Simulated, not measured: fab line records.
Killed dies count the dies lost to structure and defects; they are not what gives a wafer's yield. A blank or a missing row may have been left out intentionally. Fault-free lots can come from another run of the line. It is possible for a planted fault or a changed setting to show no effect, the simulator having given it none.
A lot that was struck, set against a sound lot ; flow sfq-line ; 41 out of 325 route steps
Sound: the wafers L164.2, L164.3, L164.5. Wafers struck: L173.1, L173.4, L173.6. The cause is named last.
Each step with rows lists, per side, the tool, then ch with its chambers, then its first start. Under that, the readings that differ: sound wafers ; struck wafers ; difference of the means ; sigmas: that difference in standard deviations of wafers without a fault.
alike: a reading whose means differ by less than 2 such deviations, as well as words and numbers matching on both sides. not compared: withheld readings; readings where some wafer has no value; bounds like >300 that might hide an equal value; numbers whose values overlap and for which the record gives no deviation.
Wherever a step has rows on one side only, a row that says differs or no value, or a row with sigmas, the two part there. Non-overlapping numbers with no deviation appear without sigmas and do not part them. A reading missing from all wafers of one side parts the sides only when that side holds two or more wafers.

first, 6 steps without rows for these wafers: SFQ_TRILAYER_M7_LITHO_COAT_182 (resist thk 62 nm); SFQ_TRILAYER_M7_LITHO_COAT_177 (resist thk 600 nm); SFQ_TRILAYER_M7_LITHO_SOFTBAKE_181; SFQ_TRILAYER_M7_LITHO_EXPOSE_178 (exposes mask M7, target cd 500 nm); SFQ_TRILAYER_M7_LITHO_PEB_180 (peb time 60 s); SFQ_TRILAYER_M7_LITHO_DEVELOP_179 (time 60 s).
SFQ_M7_OVL_MEAS_945:
  sound: overlay-02 at day 77 06:06; struck: overlay-01 at day 78 09:42
  alike: M7_OVL
then, 1 step without rows for these wafers: SFQ_TRILAYER_M7_BARC_OPEN_METAL_ETCH_229 (etches BARC in O2, target depth 125 nm, time 41.7 s).
SFQ_TRILAYER_M7_ETCH_METAL_ETCH_180: etches Nb in Cl2/Ar, stops on SiO2, target depth 240 nm, time 120 s.
  sound on rie-metal-04 ch 0,1, day 77 06:11; struck on rie-metal-01 ch 0,1, day 78 09:47
  alike: bias-w, drypump-motor-current-A, oes-product-au
  not compared: rf-hours-counter-h
SFQ_TRILAYER_M7_STRIP_STRIP_181: strips in O2.
  sound on rie-metal-04 ch 0,1, day 77 06:19; struck on rie-metal-01 ch 0,1, day 78 09:55
  alike: drypump-motor-current-A, oes-product-au, platen-temp-c
  not compared: rf-hours-counter-h
then, 1 step without rows for these wafers: SFQ_TRILAYER_M7_STRIP_SOLV_CLEAN_182 (cleans in NMP, time 600 s).
SFQ_TRILAYER_I7_DEP_PECVD_183: deposits SiO2 from SiH4/N2O, time 111.11 s, target thk 500 nm.
  sound on pecvd-01 ch 0,2, day 77 07:07; struck on pecvd-03 ch 0,1, day 78 10:41
  alike: heater-power-w, throttle-valve-pct
SFQ_TRILAYER_I7_CMP_CMP_184: polishes SiO2.
  sound on cmp-01 ch 0,1, day 77 10:10; struck on cmp-01 ch 0,2,3, day 78 22:40
reading;sound;struck;difference;sigmas
time-to-endpoint-s (s);198 223 216;278 294 281;+72;+8
model.SiO2_of_TRILAYER_I7_DEP_PECVD_183.thk-nm (nm);200.1 202.5 199.6;304.8 308.9 305.8;+105.8;
  alike: head-pressure-psi, motor-current-A, slurry-flow-ml-min
SFQ_I7_BOW_MEAS_946:
  sound: film-metro-03 at day 77 13:11; struck: film-metro-03 at day 79 01:10
  alike: I7_BOW
SFQ_TRILAYER_I7_METRO_MEASURE_185:
  sound: film-metro-03 at day 77 13:29; struck: film-metro-03 at day 79 01:17
reading;sound;struck;difference;sigmas
thk-nm (nm);200.0 202.5 199.6;304.4 309.0 306.1;+105.8;+76
then, 6 steps without rows for these wafers: SFQ_TRILAYER_I7_VIA_LITHO_COAT_192 (resist thk 62 nm); SFQ_TRILAYER_I7_VIA_LITHO_COAT_187 (resist thk 650 nm); SFQ_TRILAYER_I7_VIA_LITHO_SOFTBAKE_191; SFQ_TRILAYER_I7_VIA_LITHO_EXPOSE_188 (exposes mask I7, target cd 1000 nm); SFQ_TRILAYER_I7_VIA_LITHO_PEB_190 (peb time 60 s); SFQ_TRILAYER_I7_VIA_LITHO_DEVELOP_189 (time 60 s).
-- the record jumps here: 3 days lie between the struck wafers' starts before and after --
SFQ_I7_OVL_MEAS_947:
  sound: overlay-02 at day 80 06:30; struck: overlay-02 at day 82 07:42
  alike: I7_OVL
SFQ_TRILAYER_I7_VIA_BARC_OPEN_VIA_ETCH_260: etches BARC in O2, target depth 125 nm, time 41.7 s.
  sound on rie-diel-03 ch 1,2, day 80 06:32; struck on rie-diel-03 ch 0,1, day 82 07:44
  alike: bias-w, drypump-motor-current-A, oes-product-au
  not compared: rf-hours-counter-h
SFQ_TRILAYER_I7_VIA_ETCH_VIA_ETCH_190: etches SiO2 in CHF3, stops on Nb, target depth 260 nm.
  sound on rie-diel-03 ch 1,2, day 80 06:34; struck on rie-diel-03 ch 0,1, day 82 07:47
reading;sound;struck;difference;sigmas
oes-product-au (a.u.);0.859 0.863 0.850;0.997 0.997 1.001;+0.141;+24
model.etch.depth-nm (nm);200.1 202.5 199.6;258.6 261.9 262;+60.1;
model.I7.feature-depth-nm (nm);200.1 202.5 199.6;258.6 261.9 262;+60.1;
  alike: bias-w, drypump-motor-current-A
SFQ_TRILAYER_I7_VIA_STRIP_STRIP_191: strips in O2.
  sound on rie-metal-02 ch 0, day 80 06:41; struck on rie-metal-04 ch 0, day 82 07:53
  alike: drypump-motor-current-A, oes-product-au, platen-temp-c
  not compared: rf-hours-counter-h
then, 8 steps without rows for these wafers: SFQ_TRILAYER_I7_VIA_STRIP_SOLV_CLEAN_192 (cleans in NMP, time 600 s); SFQ_TRILAYER_M8_LITHO_LOR_COAT_197; SFQ_TRILAYER_M8_LITHO_LOR_BAKE_198; SFQ_TRILAYER_M8_LITHO_COAT_193 (resist thk 600 nm); SFQ_TRILAYER_M8_LITHO_SOFTBAKE_199; SFQ_TRILAYER_M8_LITHO_EXPOSE_194 (exposes mask M8, target cd 2000 nm); SFQ_TRILAYER_M8_LITHO_PEB_196 (peb time 60 s); SFQ_TRILAYER_M8_LITHO_DEVELOP_195 (img clear 15 s, time 55 s).
-- the record jumps here: 3 days lie between the struck wafers' starts before and after --
SFQ_M8_OVL_MEAS_948:
  sound: overlay-01 at day 80 11:26; struck: overlay-01 at day 85 11:11
  alike: M8_OVL
then, 3 steps without rows for these wafers: SFQ_TRILAYER_M8_DEP_EVAP_197 (material Ti, target thk 20 nm, time 100 s); SFQ_TRILAYER_M8_DEP_EVAP_198 (material Pt, target thk 50 nm, time 250 s); SFQ_TRILAYER_M8_DEP_EVAP_196 (material Au, target thk 180 nm, time 900 s).
SFQ_M8_RS_MEAS_949: measurement is done with a four-point probe.
  sound: film-metro-04 at day 80 12:14; struck: film-metro-01 at day 85 12:03
reading;sound;struck;difference;sigmas
M8_AU_RS (ohm/sq);0.1498 0.1510 0.1508;0.1553 0.1554 0.1552;+0.0048;+2
SFQ_M8_THK_MEAS_950: measures by xrf.
  sound: film-metro-04 at day 80 12:20; struck: film-metro-01 at day 85 12:10
  alike: M8_AU_THK
then, 1 step without rows for these wafers: SFQ_TRILAYER_M8_LIFTOFF_LIFTOFF_197 (chemistry NMP, time 600 s).
SFQ_M8_BOW_MEAS_951:
  sound: film-metro-01 at day 80 12:35; struck: film-metro-02 at day 85 12:24
reading;sound;struck;difference;sigmas
model.etest.i7.link-ohm;1.038 1.033 1.04;1e+06 1e+06 1e+06;+1e+06;
  alike: M8_BOW

## WHERE THEY PART
At SFQ_TRILAYER_I7_CMP_CMP_184 first; at SFQ_M8_RS_MEAS_949 last (within this record only). Later steps at which nothing parts them and some readings are alike: SFQ_M8_THK_MEAS_950, SFQ_M8_BOW_MEAS_951.

WHY: the cause the simulator had injected
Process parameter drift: cmp-01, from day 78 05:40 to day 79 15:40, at SFQ_TRILAYER_I7_CMP_CMP_184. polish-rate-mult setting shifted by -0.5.
